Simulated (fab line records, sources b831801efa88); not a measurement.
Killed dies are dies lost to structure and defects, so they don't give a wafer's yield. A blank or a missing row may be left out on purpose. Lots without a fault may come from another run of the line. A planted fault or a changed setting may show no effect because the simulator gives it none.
fab line records | flow sky130
record lots=14 wafers=42 last_day=50
route steps=708 shown VT_ADJUST_LVTN@115 VT_ADJUST_PCH@152 POLY_GATE@228
lots that met no fault: from a run of the same line without faults
start_h: hours from the record's first day to the start of the lot's first wafer shown | wait_h: hours since the lot's step before | " the same as in the row above | L1.1+2: a row that stands for several wafers | - no value, or no start given | * or withheld: withheld | < > ~ a bound
route shown NAME@n: a module of which the file shows steps, and the number in the route of the first | usual: mean/standard deviation of fault-free wafers | same: alike in all rows | chamber/n: place in a boat | sites: the reading at each site | _std_site: their standard deviation | _edge_site: outer sites' mean less inner sites' | radius_mm: how far each site lies from the wafer's centre | mask NAME#n: copy n | behind: the tool/chamber that last shaped the wafer | hold: why the lot was held/for how many hours/how that ended | device: the transistor (n, p or np) that didn't switch | end of line: the same wafers' tests at the end of the route | a step without rows: its recipe alone | killed: dies lost to structure and defects at the first sort, not the wafer's yield | map: a wafer's dies, x killed, . not, _ none there
set.NAME: the setting as run; set.NAME@STEP: as run at that earlier step | model.NAME: the simulator's own value behind a step, which no gauge read
steps of the route over a sample of lots; a table a step, a row a wafer
services: from which hour (start_h, from the record's first day; less than 0 if before it) a tool's chamber was out of use, for how many hours, and why
## steps
# step SKY_VT_ADJUST_LVTN_OVL_MEAS_18
# usual VT_ADJUST_LVTN_01_OVL=-0.1/1.4
# columns lot.wafer tool chamber start_h wait_h VT_ADJUST_LVTN_01_OVL[nm]
L927.1 overlay-02 - 174.26 0.1 -0.3
L927.2 " - " " 0.2
L927.3 " - " " 1.5
L928.2 overlay-01 - 178.54 0.1 -0.2
L928.3 " - " " -0.7
L928.4 " - " " -0.2
L931.2 overlay-01 - 196.53 0.1 -0.4
L931.3 " - " " -1.2
L931.5 " - " " -0.9
L932.2 overlay-02 - 202.82 0.1 -0.9
L932.4 " - " " 1.8
L932.5 " - " " 0.6
L936.1 overlay-01 - 238.16 0.1 0.2
L936.2 " - " " -0.1
L936.6 " - " " 0.6
L938.1 overlay-01 - 247.48 0.1 2.0
L938.4 " - " " 1.0
L938.5 " - " " 0.4
L940.1 overlay-02 - 262.86 0.1 -3.8
L940.3 " - " " -2.9
L940.5 " - " " -2.9
L941.1 overlay-02 - 264.12 0.1 -1.7
L941.2 " - " " -0.6
L941.5 " - " " -0.7
L942.1 overlay-02 - 269.88 0.1 0.5
L942.2 " - " " 1.5
L942.5 " - " " -1.2
L945.1 overlay-02 - 287.11 0.1 0.3
L945.3 " - " " -0.6
L945.6 " - " " -0.3
L946.2 overlay-02 - 296.19 0.1 -0.5
L946.4 " - " " -2.9
L946.5 " - " " -1.9
L947.3 overlay-02 - 303.87 0.1 -0.8
L947.5 " - " " -1.2
L947.6 " - " " 0.9
L948.3 overlay-02 - 312.54 0.1 -0.1
L948.5 " - " " 0.2
L948.6 " - " " -1.5
L949.2 overlay-01 - 321.89 0.1 0.1
L949.4 " - " " 1.5
L949.6 " - " " 0.3
# step SKY_VT_ADJUST_PCH_STRIP_09
# recipe chemistry=O2/N2 power_w=1400 pressure_mtorr=1500 platen_temp_c=withheld o2_flow_sccm=3000 n2_flow_sccm=300 overash_fraction=0.5
# usual drypump_motor_current_A=5.7/0.37 o2_flow_sccm=3000/9.4 oes_product_au=0.722/0.0043 strip_time_to_endpoint_s=36.89/0.1
# columns lot.wafer tool chamber start_h wait_h drypump_motor_current_A o2_flow_sccm oes_product_au rf_hours_counter_h strip_time_to_endpoint_s
L927.1 plasma_asher-04 0 241.11 0.1 5.6 2983 0.716 57 36.79
L927.2 " 1 " " 6.0 3008 0.725 57 36.79
L927.3 " 0 " " 5.6 2981 0.729 - 36.84
L928.2 plasma_asher-02 1 244.67 0.1 6.1 3011 0.732 44 36.92
L928.3 " 1 " " 6.2 3017 0.715 - 36.89
L928.4 " 0 " " 5.3 2980 0.715 - 36.86
L931.2 plasma_asher-02 1 265.11 0.1 6.2 3014 0.727 46 36.91
L931.3 " 0 " " 5.3 3001 0.722 - 36.99
L931.5 " 1 " " 6.2 2985 0.722 - 36.86
L932.2 plasma_asher-03 1 272.71 0.1 5.3 2986 0.725 13 36.86
L932.4 " 0 " " 6.0 3010 0.727 - 36.89
L932.5 " 0 " " 6.1 3011 0.719 - 36.84
L936.1 plasma_asher-04 0 310.92 0.1 5.6 3005 0.721 64 36.93
L936.2 " 1 " " 6.0 2998 0.716 64 36.90
L936.6 " 0 " " 5.6 3015 0.719 - 36.86
L938.1 plasma_asher-03 1 322.01 0.1 5.3 3002 0.730 18 37.03
L938.4 " 0 " " 5.9 2993 0.731 - 36.97
L938.5 " 0 " " 6.0 2998 0.727 - 37.02
L940.1 plasma_asher-04 0 338.90 0.1 5.6 3003 0.731 66 37.02
L940.3 " 0 " " 5.6 3000 0.720 - 37.17
L940.5 " 1 " " 6.0 3005 0.721 - 36.99
L941.1 plasma_asher-03 0 340.77 0.1 6.1 3000 0.723 20 36.92
L941.2 " 1 " " 5.3 2992 0.722 20 36.84
L941.5 " 0 " " 6.0 2992 0.713 - 36.88
L942.1 plasma_asher-02 0 344.76 0.1 5.3 2998 0.722 53 36.98
L942.2 " 1 " " 6.2 2997 0.715 53 36.94
L942.5 " 0 " " 5.3 2979 0.723 - 36.81
L945.1 plasma_asher-02 1 365.50 0.1 6.2 3008 0.723 55 36.91
L945.3 " 1 " " 6.2 3013 0.727 - 36.78
L945.6 " 1 " " 6.2 3007 0.722 - 36.82
L946.2 plasma_asher-03 1 375.51 0.1 5.3 2983 0.721 23 36.95
L946.4 " 1 " " 5.2 2985 0.717 - 36.95
L946.5 " 1 " " 5.3 2988 0.723 - 36.78
L947.3 plasma_asher-02 1 382.85 0.1 6.2 2987 0.728 - 36.90
L947.5 " 1 " " 6.1 2991 0.723 - 36.75
L947.6 " 0 " " 5.3 2996 0.722 - 36.81
L948.3 plasma_asher-02 1 395.55 0.1 6.2 3003 0.724 - 36.83
L948.5 " 0 " " 5.3 2995 0.716 - 36.83
L948.6 " 1 " " 6.2 3012 0.719 - 36.76
L949.2 plasma_asher-04 1 403.57 0.1 6.0 3004 0.721 72 37.02
L949.4 " 1 " " 6.0 3002 0.728 - 37.00
L949.6 " 0 " " 5.6 2999 0.729 - 37.11
# step SKY_POLY_GATE_OVL_MEAS_14
# usual POLY_GATE_OVL=-7/5.7
# columns lot.wafer tool chamber start_h wait_h POLY_GATE_OVL[nm]
L928.2 overlay-01 - 402.81 0.1 3
L928.3 " - " " -9
L928.4 " - " " -7
L927.1 overlay-01 - 403.15 0.1 -10
L927.2 " - " " -1
L927.3 " - " " -11
L931.2 overlay-02 - 411.41 0.1 -6
L931.3 " - " " -6
L931.5 " - " " -13
L932.2 overlay-02 - 427.46 0.1 -6
L932.4 " - " " -10
L932.5 " - " " 1
L936.1 overlay-02 - 485.30 0.1 -1
L936.2 " - " " 0
L936.6 " - " " -3
L938.1 overlay-02 - 491.64 0.1 -10
L938.4 " - " " -1
L938.5 " - " " -2
L941.1 overlay-01 - 509.64 0.1 -9
L941.2 " - " " -5
L941.5 " - " " 1
L942.1 overlay-01 - 511.29 0.1 -8
L942.2 " - " " -8
L942.5 " - " " -13
L940.1 overlay-02 - 511.43 0.1 0
L940.3 " - " " 0
L940.5 " - " " -3
L945.1 overlay-01 - 528.29 0.1 9
L945.3 " - " " 8
L945.6 " - " " 1
L946.2 overlay-02 - 557.86 0.1 -10
L946.4 " - " " -1
L946.5 " - " " -12
L947.3 overlay-01 - 558.15 0.1 -10
L947.5 " - " " -13
L947.6 " - " " -15
L948.3 overlay-02 - 559.84 0.1 -2
L948.5 " - " " -5
L948.6 " - " " -2
L949.2 overlay-02 - 567.66 0.1 0
L949.4 " - " " 4
L949.6 " - " " 4
# step SKY_POLY_GATE_ETCH_17
# recipe target_depth_nm=180 stop_on=SiO2 over_etch_frac=0.56667 chemistry=HBr/Cl2 target=poly-Si icp_w=400 bias_w=100 pressure_mtorr=10 HBr_flow_sccm=150 Cl2_flow_sccm=50 time_s=70.5
# usual drypump_motor_current_A=5.8/0.51 oes_product_au=0.985/0.0074 over_etch_frac=0.56667/0 rf_fwd_power_W=397.1/1.3 throttle_valve_pct=33.684/0.0094
# same time_s=70.5
# columns lot.wafer tool chamber start_h wait_h drypump_motor_current_A oes_product_au over_etch_frac rf_fwd_power_W rf_hours_counter_h throttle_valve_pct
L928.2 rie_si-01 1 403.02 0.0 5.5 0.980 0.56667 396.2 39 33.674
L928.3 " 2 " " 6.4 0.981 0.56667 397.8 32 33.696
L928.4 " 3 " " 6.8 0.991 0.56667 397.3 - 33.662
L927.1 rie_si-01 2 403.37 0.0 6.4 0.991 0.56667 397.3 32 33.697
L927.2 " 3 " " 6.8 0.990 0.56667 397.3 42 33.675
L927.3 " 1 " " 5.4 0.983 0.56667 395.9 39 33.671
L931.2 rie_si-02 0 411.62 0.0 5.9 1.009 0.080885 396.6 68 33.698
L931.3 " 3 " " 5.4 1.020 0.080885 395.5 67 33.682
L931.5 " 2 " " 5.5 0.987 0.080885 398.4 - 33.675
L932.2 rie_si-02 1 427.67 0.0 5.9 0.996 0.080885 395.8 57 33.682
L932.4 " 3 " " 5.4 1.010 0.080885 396.1 67 33.679
L932.5 " 0 " " 5.9 1.002 0.080885 398.3 - 33.682
L936.1 rie_si-02 2 485.52 0.0 5.5 0.971 0.56667 398.3 1 33.679
L936.2 " 1 " " 5.9 0.979 0.56667 397.0 57 33.691
L936.6 " 2 " " 5.4 0.981 0.56667 395.6 - 33.669
L938.1 rie_si-01 2 491.86 0.0 6.4 0.983 0.56667 397.3 33 33.673
L938.4 " 1 " " 5.4 0.990 0.56667 397.5 39 33.682
L938.5 " 2 " " 6.3 0.985 0.56667 399.0 - 33.689
L941.1 rie_si-01 0 509.86 0.0 5.0 0.988 0.56667 397.3 1 33.693
L941.2 " 3 " " 6.8 0.999 0.56667 396.6 43 33.688
L941.5 " 1 " " 5.4 0.994 0.56667 399.0 - 33.680
L942.1 rie_si-02 1 511.51 0.0 5.9 0.990 0.56667 397.6 0 33.661
L942.2 " 0 " " 5.9 0.990 0.56667 397.4 0 33.671
L942.5 " 2 " " 5.4 0.977 0.56667 395.4 - 33.688
L940.1 rie_si-01 2 511.65 0.0 6.3 0.977 0.56667 396.4 33 33.669
L940.3 " 0 " " 5.0 0.985 0.56667 397.0 1 33.678
L940.5 " 0 " " 5.0 0.964 0.56667 396.3 - 33.694
L945.1 rie_si-02 3 528.51 0.0 5.4 0.989 0.56667 396.4 0 33.678
L945.3 " 0 " " 5.9 0.987 0.56667 399.4 0 33.684
L945.6 " 2 " " 5.4 0.972 0.56667 397.5 - 33.689
L946.2 rie_si-01 2 558.07 0.0 6.4 0.979 0.56667 395.7 33 33.694
L946.4 " 2 " " 6.3 0.980 0.56667 396.0 - 33.686
L946.5 " 1 " " 5.5 0.991 0.56667 396.9 - 33.668
L947.3 rie_si-02 0 558.35 0.0 5.9 0.997 0.56667 396.0 0 33.685
L947.5 " 3 " " 5.4 0.988 0.56667 396.3 - 33.676
L947.6 " 0 " " 5.9 0.988 0.56667 395.7 - 33.695
L948.3 rie_si-01 0 560.05 0.0 5.0 0.982 0.56667 396.9 1 33.665
L948.5 " 2 " " 6.3 0.981 0.56667 398.0 - 33.693
L948.6 " 0 " " 5.0 0.975 0.56667 396.7 - 33.689
L949.2 rie_si-02 3 567.87 0.0 5.4 0.982 0.56667 394.6 0 33.673
L949.4 " 2 " " 5.5 0.965 0.56667 398.5 1 33.689
L949.6 " 2 " " 5.5 0.978 0.56667 398.5 - 33.689
# step SKY_POLY_GATE_STRIP_18
# recipe chemistry=O2/N2 power_w=1400 pressure_mtorr=1500 platen_temp_c=withheld o2_flow_sccm=3000 n2_flow_sccm=300 overash_fraction=0.5
# usual drypump_motor_current_A=5.7/0.34 o2_flow_sccm=3001/8.3 oes_product_au=0.361/0.0045 strip_time_to_endpoint_s=3.17/0.036
# columns lot.wafer tool chamber start_h wait_h drypump_motor_current_A o2_flow_sccm oes_product_au rf_hours_counter_h strip_time_to_endpoint_s
L928.2 plasma_asher-04 0 403.07 0.0 5.6 2992 0.362 72 3.21
L928.3 " 1 " " 6.0 3009 0.358 - 3.14
L928.4 " 0 " " 5.6 3015 0.361 - 3.15
L927.1 plasma_asher-02 0 403.42 0.0 5.3 2997 0.363 59 3.18
L927.2 " 1 " " 6.2 2989 0.355 59 3.15
L927.3 " 1 " " 6.2 2994 0.358 - 3.20
L931.2 plasma_asher-02 0 411.67 0.0 5.3 3006 0.371 60 3.45
L931.3 " 0 " " 5.3 3013 0.368 - 3.48
L931.5 " 0 " " 5.3 2994 0.380 - 3.53
L932.2 plasma_asher-03 0 427.72 0.0 6.0 2995 0.373 28 3.48
L932.4 " 1 " " 5.3 2998 0.374 - 3.41
L932.5 " 0 " " 6.0 2992 0.374 - 3.43
L936.1 plasma_asher-02 1 485.57 0.0 6.2 3001 0.375 67 3.27
L936.2 " 0 " " 5.3 3002 0.360 67 3.21
L936.6 " 0 " " 5.3 2996 0.362 - 3.18
L938.1 plasma_asher-04 1 491.91 0.0 6.0 3011 0.362 82 3.14
L938.4 " 1 " " 6.0 3012 0.363 - 3.11
L938.5 " 1 " " 6.0 3015 0.360 - 3.22
L941.1 plasma_asher-04 1 509.91 0.0 6.0 2989 0.365 83 3.16
L941.2 " 0 " " 5.6 3001 0.361 83 3.18
L941.5 " 0 " " 5.6 3012 0.363 - 3.14
L942.1 plasma_asher-04 0 511.56 0.0 5.6 2998 0.361 83 3.21
L942.2 " 1 " " 6.0 3000 0.358 83 3.18
L942.5 " 0 " " 5.6 3003 0.369 - 3.20
L940.1 plasma_asher-02 0 511.70 0.0 5.3 3004 0.353 70 3.12
L940.3 " 0 " " 5.3 2995 0.360 - 3.19
L940.5 " 0 " " 5.3 2999 0.355 - 3.13
L945.1 plasma_asher-03 1 528.56 0.0 5.3 2999 0.365 38 3.17
L945.3 " 0 " " 6.0 3003 0.355 - 3.15
L945.6 " 0 " " 6.0 2998 0.356 - 3.16
L946.2 plasma_asher-03 0 558.12 0.0 6.0 2999 0.360 41 3.15
L946.4 " 0 " " 6.0 2996 0.365 - 3.21
L946.5 " 0 " " 6.0 3005 0.354 - 3.16
L947.3 plasma_asher-04 1 558.44 0.1 6.0 3007 0.362 - 3.19
L947.5 " 1 " " 6.0 3001 0.355 - 3.11
L947.6 " 0 " " 5.6 3008 0.360 - 3.17
L948.3 plasma_asher-04 0 560.14 0.1 5.6 2993 0.366 - 3.17
L948.5 " 0 " " 5.6 2998 0.359 - 3.17
L948.6 " 1 " " 6.0 3001 0.370 - 3.22
L949.2 plasma_asher-03 1 567.92 0.0 5.3 2994 0.359 41 3.13
L949.4 " 0 " " 6.0 3006 0.359 - 3.22
L949.6 " 1 " " 5.3 3010 0.359 - 3.16
## services
# columns tool chamber start_h hours kind
plasma_asher-03 - 275.73 1.2 repair
rie_si-01 2 307.00 19.1 repair
rie_si-01 - 342.10 1.7 repair
rie_si-02 2 359.45 - clean
rie_si-02 2 359.45 14.8 scheduled_down
rie_si-02 2 359.45 14.8 vent_cycle
rie_si-02 - 365.51 28.1 pm
plasma_asher-04 - 371.99 1.5 repair
rie_si-01 - 388.85 0.2 repair
rie_si-01 0 392.19 - clean
rie_si-01 0 392.19 19.9 scheduled_down
rie_si-01 0 392.19 19.9 vent_cycle
rie_si-01 1 399.60 2.6 repair
plasma_asher-04 - 421.81 2.0 repair
rie_si-02 0 440.81 - clean
rie_si-02 0 440.81 19.0 scheduled_down
rie_si-02 0 440.81 19.0 vent_cycle
plasma_asher-02 - 448.25 2.8 pm
rie_si-02 3 459.79 - clean
rie_si-02 3 459.79 19.8 scheduled_down
rie_si-02 3 459.79 19.8 vent_cycle
rie_si-02 1 489.29 - clean
plasma_asher-04 - 494.87 1.0 repair
rie_si-01 3 539.37 115.1 repair
## key
first_sign step=SKY_POLY_GATE_ETCH_17 reading=over_etch_frac direction=down sigmas=99+ usual=0.56667 struck=0.080885
effect step=SKY_POLY_GATE_ETCH_17 reading=oes_product_au direction=up sigmas=2.5 usual=0.985 struck=1.004 wafers_moved=3
effect step=SKY_POLY_GATE_STRIP_18 reading=strip_time_to_endpoint_s direction=up sigmas=8.2 usual=* struck=*
met_at SKY_POLY_GATE_ETCH_17
struck_lots L931,L932
later_rows_left_out L931.2,L931.3,L931.5,L932.2,L932.4,L932.5
sort_left_out L931.2,L931.3,L931.5,L932.2,L932.4,L932.5
tester_left_out L931,L932
not_acting_at SKY_VT_ADJUST_LVTN_OVL_MEAS_18,SKY_VT_ADJUST_PCH_STRIP_09,SKY_POLY_GATE_OVL_MEAS_14
fault kind=process_parameter_drift tool=rie_si-02 chamber=- onset_h=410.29 steps=SKY_POLY_GATE_ETCH_17 channel=over_etch_frac offset=-0.48578 shape=step end_h=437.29 stated=0.56667
# tester_left_out: of these lots the tester's yield and bins aren't shown, on N5 and GAA mostly nor the transistor test; their killed dies are dies lost to structure and defects alone, not to doping, threshold or leakage, so they don't give the yield
# sort_left_out: the simulated sort isn't trusted on such a fault, so these wafers' sort isn't shown, and their yield isn't known
# later_rows_left_out: the simulator's readings of these wafers behind a module that went badly wrong aren't trusted and aren't shown, but for the sort
